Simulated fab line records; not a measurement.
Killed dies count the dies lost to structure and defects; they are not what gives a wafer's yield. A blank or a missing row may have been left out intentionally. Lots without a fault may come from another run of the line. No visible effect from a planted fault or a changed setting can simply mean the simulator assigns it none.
fab line records ; flow sky130
record: lots: 7; wafers: 21; lastDay: 51
route steps=708 shown VIA2@523 METAL3@532
lots that met no fault: taken from a fault-free run of the same line
startH: start of the lot's first displayed wafer, in hours after the record's first day ; waitH: hours from the lot's prior step to this one ; " as in the row above ; L1.1+2: a single row standing in for several wafers ; - no value present, or no start provided ; * or withheld: withheld ; < > ~ a bound
route shown NAME@n: a module of which the file shows steps, and the number in the route of the first ; usual: mean/standard deviation taken from wafers without a fault ; same: alike in all rows ; chamber/n: place in a boat ; sites: each site's reading ; _std_site: the standard deviation of these ; _edge_site: outer sites' mean less inner sites' ; radiusMm: for every site, how far away it sits from the centre of the wafer ; mask NAME#n: copy n ; behind: tool/chamber where the wafer was last shaped ; hold: cause of the lot's hold/its duration in hours/its outcome ; device: names the non-switching transistor (n, p or np) ; end of line: tests run on the same wafers once the route is complete ; a step with no rows: only its recipe ; killed: dies that structure and defects cost at the first sort, which is not the same as the wafer's yield ; map: a wafer's dies, x killed, . not, _ none there
set.NAME: the run value of the setting; set.NAME@STEP: its run value at that earlier step ; model.NAME: the simulator's own value behind a step, which no gauge read
lots at some steps of the route; a table a step, a row a wafer
services: from which hour (startH, from the record's first day; less than 0 if before it) a tool's chamber was out of use, for how many hours, and why
== steps ==
step: SKY_VIA2_STRIP_16
recipe: chemistry: O2/N2; powerW: 1400; pressureMtorr: 1500; platenTempC: withheld; o2FlowSccm: 3000; n2FlowSccm: 300; overashFraction: 0.5
step: SKY_VIA2_STRIP_17
recipe: chemistry: postEtchResidueRemover; timeS: 1200; tempC: 72.5
step: SKY_VIA2_CLEAN_18
recipe: chemistry: IPA; timeS: 180; tempC: 25
step: SKY_VIA2_CLEAN_19
recipe: chemistry: O3/DIW; dry: n2Spin
step: SKY_VIA2_SPUTTER_20
recipe: material: TiN; targetThkNm: 20; chamberPressurePa: 5; powerW: 4000; timeS: 80
usual: cathodeDcPowerW: 4000.0/0.77; chamberPressurePa: 5.001/0.0097; throttleValvePct: 29.8/0.93
lot.wafer;tool;chamber;startH;waitH;cathodeDcPowerW;chamberPressurePa;throttleValvePct
L395.2;pvdSputter-02;-;880.43;0.0;4000.6;4.999;30.6
L395.5;pvdSputter-02;-;880.43;0.0;4000.8;5.005;29.1
L395.6;pvdSputter-02;-;880.43;0.0;4000.5;5.000;30.3
L398.2;pvdSputter-01;-;903.90;0.0;4000.0;5.005;31.8
L398.3;pvdSputter-01;-;903.90;0.0;4000.1;4.986;29.7
L398.5;pvdSputter-01;-;903.90;0.0;4000.0;4.986;30.4
L406.1;pvdSputter-04;-;955.47;0.0;4000.7;5.003;30.6
L406.3;pvdSputter-04;-;955.47;0.0;4002.0;5.010;30.3
L406.5;pvdSputter-04;-;955.47;0.0;4000.6;4.989;29.2
L407.3;pvdSputter-01;-;962.86;0.0;3999.1;5.003;29.9
L407.4;pvdSputter-01;-;962.86;0.0;4000.5;4.991;29.5
L407.6;pvdSputter-01;-;962.86;0.0;3999.3;5.020;30.5
L408.1;pvdSputter-04;-;975.16;0.0;4000.1;5.006;28.8
L408.2;pvdSputter-04;-;975.16;0.0;3999.1;4.997;30.4
L408.4;pvdSputter-04;-;975.16;0.0;4000.7;5.003;29.0
L411.3;pvdSputter-01;-;997.60;0.0;4000.7;4.993;29.6
L411.4;pvdSputter-01;-;997.60;0.0;4000.1;5.008;29.7
L411.6;pvdSputter-01;-;997.60;0.0;3999.8;5.005;30.5
L416.1;pvdSputter-04;-;1021.00;0.0;3998.8;5.008;28.9
L416.2;pvdSputter-04;-;1021.00;0.0;4000.8;5.011;30.4
L416.4;pvdSputter-04;-;1021.00;0.0;4000.4;4.991;30.2
step: SKY_VIA2_CVD_21
recipe: material: W; targetThkNm: 420; timeS: 126.4; tempC: 400; pressureTorr: 40
usual: heaterPowerW: 818/120
lot.wafer;tool;chamber;startH;waitH;heaterPowerW
L395.2;cvdW-02;0;880.49;0.0;864
L395.5;cvdW-02;1;880.49;0.0;880
L395.6;cvdW-02;0;880.49;0.0;883
L398.2;cvdW-01;1;903.96;0.0;929
L398.3;cvdW-01;0;903.96;0.0;649
L398.5;cvdW-01;0;903.96;0.0;650
L406.1;cvdW-02;1;955.53;0.0;900
L406.3;cvdW-02;1;955.53;0.0;888
L406.5;cvdW-02;1;955.53;0.0;885
L407.3;cvdW-01;1;962.96;0.1;865
L407.4;cvdW-01;0;962.96;0.1;598
L407.6;cvdW-01;1;962.96;0.1;850
L408.1;cvdW-02;1;975.22;0.0;870
L408.2;cvdW-02;0;975.22;0.0;878
L408.4;cvdW-02;0;975.22;0.0;862
L411.3;cvdW-02;0;997.71;0.1;881
L411.4;cvdW-02;1;997.71;0.1;887
L411.6;cvdW-02;0;997.71;0.1;895
L416.1;cvdW-01;1;1021.06;0.0;862
L416.2;cvdW-01;0;1021.06;0.0;595
L416.4;cvdW-01;0;1021.06;0.0;610
step: SKY_VIA2_RS_MEAS_22
recipe: thkMeasGauge: four-point-probe; reads: W_of_VIA2_CVD_21+TiN_of_VIA2_SPUTTER_20
usual: VIA2_W_RS: 0.271/0.004
lot.wafer;tool;chamber;startH;waitH;VIA2_W_RS[ohm/sq]
L395.2;filmMetro-02;-;880.64;0.1;0.267
L395.5;filmMetro-02;-;880.64;0.1;0.274
L395.6;filmMetro-02;-;880.64;0.1;0.269
L398.2;filmMetro-02;-;904.11;0.1;0.276
L398.3;filmMetro-02;-;904.11;0.1;0.265
L398.5;filmMetro-02;-;904.11;0.1;0.269
L406.1;filmMetro-04;-;955.66;0.1;0.276
L406.3;filmMetro-04;-;955.66;0.1;0.271
L406.5;filmMetro-04;-;955.66;0.1;0.269
L407.3;filmMetro-02;-;963.09;0.1;0.273
L407.4;filmMetro-02;-;963.09;0.1;0.265
L407.6;filmMetro-02;-;963.09;0.1;0.275
L408.1;filmMetro-03;-;975.35;0.1;0.271
L408.2;filmMetro-03;-;975.35;0.1;0.267
L408.4;filmMetro-03;-;975.35;0.1;0.266
L411.3;filmMetro-03;-;997.83;0.1;0.266
L411.4;filmMetro-03;-;997.83;0.1;0.273
L411.6;filmMetro-03;-;997.83;0.1;0.266
L416.1;filmMetro-04;-;1021.19;0.1;0.272
L416.2;filmMetro-04;-;1021.19;0.1;0.270
L416.4;filmMetro-04;-;1021.19;0.1;0.266
step: SKY_VIA2_THK_MEAS_23
recipe: thkMeasGauge: xrf; reads: W_of_VIA2_CVD_21
usual: VIA2_W_THK: 433/9.6
lot.wafer;tool;chamber;startH;waitH;VIA2_W_THK[nm]
L395.2;filmMetro-02;-;880.75;0.1;432
L395.5;filmMetro-02;-;880.75;0.1;418
L395.6;filmMetro-02;-;880.75;0.1;428
L398.2;filmMetro-02;-;904.22;0.1;416
L398.3;filmMetro-02;-;904.22;0.1;430
L398.5;filmMetro-02;-;904.22;0.1;428
L406.1;filmMetro-04;-;955.78;0.1;436
L406.3;filmMetro-04;-;955.78;0.1;443
L406.5;filmMetro-04;-;955.78;0.1;444
L407.3;filmMetro-02;-;963.19;0.1;425
L407.4;filmMetro-02;-;963.19;0.1;436
L407.6;filmMetro-02;-;963.19;0.1;419
L408.1;filmMetro-03;-;975.47;0.1;433
L408.2;filmMetro-03;-;975.47;0.1;442
L408.4;filmMetro-03;-;975.47;0.1;441
L411.3;filmMetro-03;-;997.93;0.1;426
L411.4;filmMetro-03;-;997.93;0.1;420
L411.6;filmMetro-03;-;997.93;0.1;429
L416.1;filmMetro-04;-;1021.31;0.1;439
L416.2;filmMetro-04;-;1021.31;0.1;441
L416.4;filmMetro-04;-;1021.31;0.1;451
step: SKY_VIA2_CMP_24
recipe: stopOn: SiO2; tOverpolishS: 20; downForcePsi: 3.5; platenRpm: 60; targetThkNm: 0; padVelocityMS: 0.94248
usual: motorCurrentA: 11.3/1.4; overpolishRunS: 20.000/0.0092; timeToEndpointS: 104.0/2.9
lot.wafer;tool;chamber;startH;waitH;motorCurrentA;overpolishRunS;timeToEndpointS
L395.2;cmp-02;2;880.85;0.1;11.2;19.984;106.6
L395.6;cmp-02;1;880.85;0.1;11.8;20.008;102.6
L395.5;cmp-02;2;880.85;0.1;10.8;20.007;99.6
L398.2;cmp-02;2;904.27;0.0;10.9;19.998;102.4
L398.3;cmp-02;3;904.27;0.0;13.4;19.999;104.7
L398.5;cmp-02;2;904.27;0.0;11.1;20.001;105.0
L406.3;cmp-01;2;955.89;0.1;11.5;20.000;102.3
L406.1;cmp-01;3;955.89;0.1;12.1;19.989;103.9
L406.5;cmp-01;2;955.89;0.1;11.6;20.025;102.9
L407.4;cmp-02;0;963.23;0.0;8.1;20.009;101.1
L407.3;cmp-02;1;963.23;0.0;11.5;20.009;99.6
L407.6;cmp-02;0;963.23;0.0;8.0;19.998;101.7
L408.4;cmp-02;1;975.58;0.1;11.6;19.986;107.1
L408.1;cmp-02;2;975.58;0.1;10.5;20.001;103.5
L408.2;cmp-02;3;975.58;0.1;13.6;20.006;105.3
L411.3;cmp-01;2;998.28;0.3;11.4;19.998;106.0
L411.4;cmp-01;0;998.28;0.3;10.8;19.993;102.4
L411.6;cmp-01;1;998.28;0.3;11.5;19.995;103.6
L416.2;cmp-02;1;1021.37;0.0;11.7;19.990;106.6
L416.1;cmp-02;2;1021.37;0.0;10.9;20.001;104.6
L416.4;cmp-02;3;1021.37;0.0;12.7;20.008;109.3
step: SKY_METAL3_SPUTTER_00
recipe: material: Ti; targetThkNm: 15; powerW: 3000; timeS: 10; chamberPressurePa: 0.4
step: SKY_METAL3_SPUTTER_01
recipe: material: TiN; targetThkNm: 20; powerW: 6500; timeS: 16.7; chamberPressurePa: 0.4
usual: cathodeDcPowerW: 6500.0/1.2; chamberPressurePa: 0.4002/0.0012; throttleValvePct: 29.9/0.76
lot.wafer;tool;chamber;startH;waitH;cathodeDcPowerW;chamberPressurePa;throttleValvePct
L395.2;pvdSputter-03;-;881.13;0.0;6498.1;0.4000;29.7
L395.5;pvdSputter-03;-;881.13;0.0;6501.4;0.3994;29.5
L395.6;pvdSputter-03;-;881.13;0.0;6501.4;0.3997;29.3
L398.2;pvdSputter-04;-;904.60;0.0;6501.3;0.4019;29.0
L398.3;pvdSputter-04;-;904.60;0.0;6497.9;0.4001;30.4
L398.5;pvdSputter-04;-;904.60;0.0;6502.8;0.4016;30.1
L406.1;pvdSputter-04;-;956.16;0.0;6499.3;0.3999;29.0
L406.3;pvdSputter-04;-;956.16;0.0;6499.3;0.4006;29.1
L406.5;pvdSputter-04;-;956.16;0.0;6500.0;0.4000;30.3
L407.3;pvdSputter-01;-;963.55;0.0;6499.4;0.3999;29.7
L407.4;pvdSputter-01;-;963.55;0.0;6501.4;0.4013;29.3
L407.6;pvdSputter-01;-;963.55;0.0;6501.0;0.4000;30.5
L408.1;pvdSputter-01;-;975.85;0.0;6501.4;0.4003;29.6
L408.2;pvdSputter-01;-;975.85;0.0;6499.1;0.4007;32.1
L408.4;pvdSputter-01;-;975.85;0.0;6501.9;0.3999;29.9
L411.3;pvdSputter-01;-;998.55;0.0;6500.2;0.3996;29.5
L411.4;pvdSputter-01;-;998.55;0.0;6498.2;0.4009;31.8
L411.6;pvdSputter-01;-;998.55;0.0;6500.7;0.4004;30.5
L416.1;pvdSputter-03;-;1021.69;0.0;6501.0;0.4003;29.8
L416.2;pvdSputter-03;-;1021.69;0.0;6500.8;0.4022;30.6
L416.4;pvdSputter-03;-;1021.69;0.0;6500.2;0.3987;29.6
step: SKY_METAL3_SPUTTER_02
recipe: material: AlCu; targetThkNm: 735; powerW: 10600; timeS: 39.1; chamberPressurePa: 0.4
step: SKY_METAL3_SPUTTER_03
recipe: material: Ti; targetThkNm: 5; powerW: 3000; timeS: 3.3; chamberPressurePa: 0.4
usual: cathodeDcPowerW: 3000.0/0.52; chamberPressurePa: 0.4001/0.00073; throttleValvePct: 30.0/0.76
lot.wafer;tool;chamber;startH;waitH;cathodeDcPowerW;chamberPressurePa;throttleValvePct
L395.2;pvdSputter-03;-;881.20;0.0;3000.3;0.4006;29.4
L395.5;pvdSputter-03;-;881.20;0.0;2999.2;0.4008;29.8
L395.6;pvdSputter-03;-;881.20;0.0;3000.9;0.3998;29.5
L398.2;pvdSputter-04;-;904.66;0.0;3000.5;0.3998;29.0
L398.3;pvdSputter-04;-;904.66;0.0;2999.9;0.3997;30.1
L398.5;pvdSputter-04;-;904.66;0.0;3001.3;0.4006;30.3
L406.1;pvdSputter-04;-;956.23;0.0;-;-;-
L406.3;pvdSputter-04;-;956.23;0.0;-;-;-
L406.5;pvdSputter-04;-;956.23;0.0;-;-;-
L407.3;pvdSputter-01;-;963.62;0.0;-;-;-
L407.4;pvdSputter-01;-;963.62;0.0;-;-;-
L407.6;pvdSputter-01;-;963.62;0.0;-;-;-
L408.1;pvdSputter-01;-;975.92;0.0;-;-;-
L408.2;pvdSputter-01;-;975.92;0.0;-;-;-
L408.4;pvdSputter-01;-;975.92;0.0;-;-;-
L411.3;pvdSputter-01;-;998.62;0.0;3000.3;0.3998;29.8
L411.4;pvdSputter-01;-;998.62;0.0;3000.0;0.4000;31.8
L411.6;pvdSputter-01;-;998.62;0.0;3000.2;0.4002;30.4
L416.1;pvdSputter-03;-;1021.75;0.0;2999.2;0.4001;29.9
L416.2;pvdSputter-03;-;1021.75;0.0;2999.6;0.3986;30.8
L416.4;pvdSputter-03;-;1021.75;0.0;3000.7;0.3995;29.3
step: SKY_METAL3_SPUTTER_04
recipe: material: TiN; targetThkNm: 70; powerW: 6500; timeS: 58.3; chamberPressurePa: 0.4
usual: cathodeDcPowerW: 6500.1/1.3; chamberPressurePa: 0.3999/0.00082; throttleValvePct: 30.0/0.75
lot.wafer;tool;chamber;startH;waitH;cathodeDcPowerW;chamberPressurePa;throttleValvePct
L395.2;pvdSputter-03;-;881.22;0.0;6499.2;0.4000;29.6
L395.5;pvdSputter-03;-;881.22;0.0;6499.7;0.4000;30.1
L395.6;pvdSputter-03;-;881.22;0.0;6498.7;0.3990;29.5
L398.2;pvdSputter-04;-;904.68;0.0;6500.2;0.3999;28.9
L398.3;pvdSputter-04;-;904.68;0.0;6500.9;0.4003;30.5
L398.5;pvdSputter-04;-;904.68;0.0;6500.5;0.4010;30.3
L406.1;pvdSputter-04;-;956.25;0.0;6500.5;0.4008;28.8
L406.3;pvdSputter-04;-;956.25;0.0;6499.5;0.4001;29.3
L406.5;pvdSputter-04;-;956.25;0.0;6498.8;0.4006;30.5
L407.3;pvdSputter-01;-;963.64;0.0;6502.7;0.4002;30.0
L407.4;pvdSputter-01;-;963.64;0.0;6500.2;0.3998;29.7
L407.6;pvdSputter-01;-;963.64;0.0;6501.1;0.3989;30.7
L408.1;pvdSputter-01;-;975.94;0.0;6500.7;0.4001;29.6
L408.2;pvdSputter-01;-;975.94;0.0;6501.7;0.4000;31.6
L408.4;pvdSputter-01;-;975.94;0.0;6500.2;0.4012;30.1
L411.3;pvdSputter-01;-;998.64;0.0;6498.4;0.3993;29.9
L411.4;pvdSputter-01;-;998.64;0.0;6499.8;0.4010;31.8
L411.6;pvdSputter-01;-;998.64;0.0;6500.0;0.4003;30.3
L416.1;pvdSputter-03;-;1021.77;0.0;6500.8;0.3985;29.5
L416.2;pvdSputter-03;-;1021.77;0.0;6498.1;0.4010;31.0
L416.4;pvdSputter-03;-;1021.77;0.0;6499.0;0.4006;29.5
== services ==
tool;chamber;startH;hours;kind
cvdW-01;-;860.38;0.3;repair
pvdSputter-01;-;865.90;2.4;repair
pvdSputter-01;-;876.03;14.1;repair
cvdW-02;1;881.34;5.5;repair
pvdSputter-01;-;883.19;3.2;repair
pvdSputter-04;-;884.17;3.1;repair
pvdSputter-03;-;892.49;1.0;repair
cmp-01;-;899.73;6.1;pm
cvdW-01;-;904.09;14.0;pm
cvdW-01;0;904.09;14.0;ventCycle
cvdW-01;1;904.09;14.0;ventCycle
cmp-01;-;912.00;4.0;pm
cmp-01;-;916.00;-;consumableReplace:conditioner
cvdW-01;0;918.09;-;clean
cvdW-01;1;918.09;-;clean
cmp-01;-;930.00;1.3;repair
cmp-01;-;949.49;3.7;repair
cmp-02;-;966.63;0.8;repair
pvdSputter-02;-;969.60;1.2;repair
cmp-01;-;980.13;2.3;repair
cmp-02;-;996.82;0.4;repair
cmp-02;-;997.22;6.5;pm
cvdW-01;-;999.35;0.7;repair
pvdSputter-02;-;1010.82;1.4;repair
== key ==
firstSign: step: SKY_METAL3_SPUTTER_03; reading: toolRecord; direction: missing
effect none on later readings
metAt SKY_METAL3_SPUTTER_03
struckWafers L406.1,L406.3,L406.5,L407.3,L407.4,L407.6,L408.1,L408.2,L408.4
laterRowsLeftOut L406.1,L406.3,L406.5,L407.3,L407.4,L407.6,L408.1,L408.2,L408.4
sortLeftOut L406.1,L406.3,L406.5,L407.3,L407.4,L407.6,L408.1,L408.2,L408.4
onsetBetween 904.66 956.23
fault: kind: skippedStepWhole; tool: pvdSputter-01,pvdSputter-04; chamber: -; onsetH: 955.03; steps: SKY_METAL3_SPUTTER_03; scope: struckLotsOnly
sortLeftOut: the simulated sort isn't trusted on such a fault, so these wafers' sort isn't shown, and their yield isn't known
laterRowsLeftOut: the simulator's readings of these wafers behind a module that went badly wrong aren't trusted and aren't shown, but for the sort
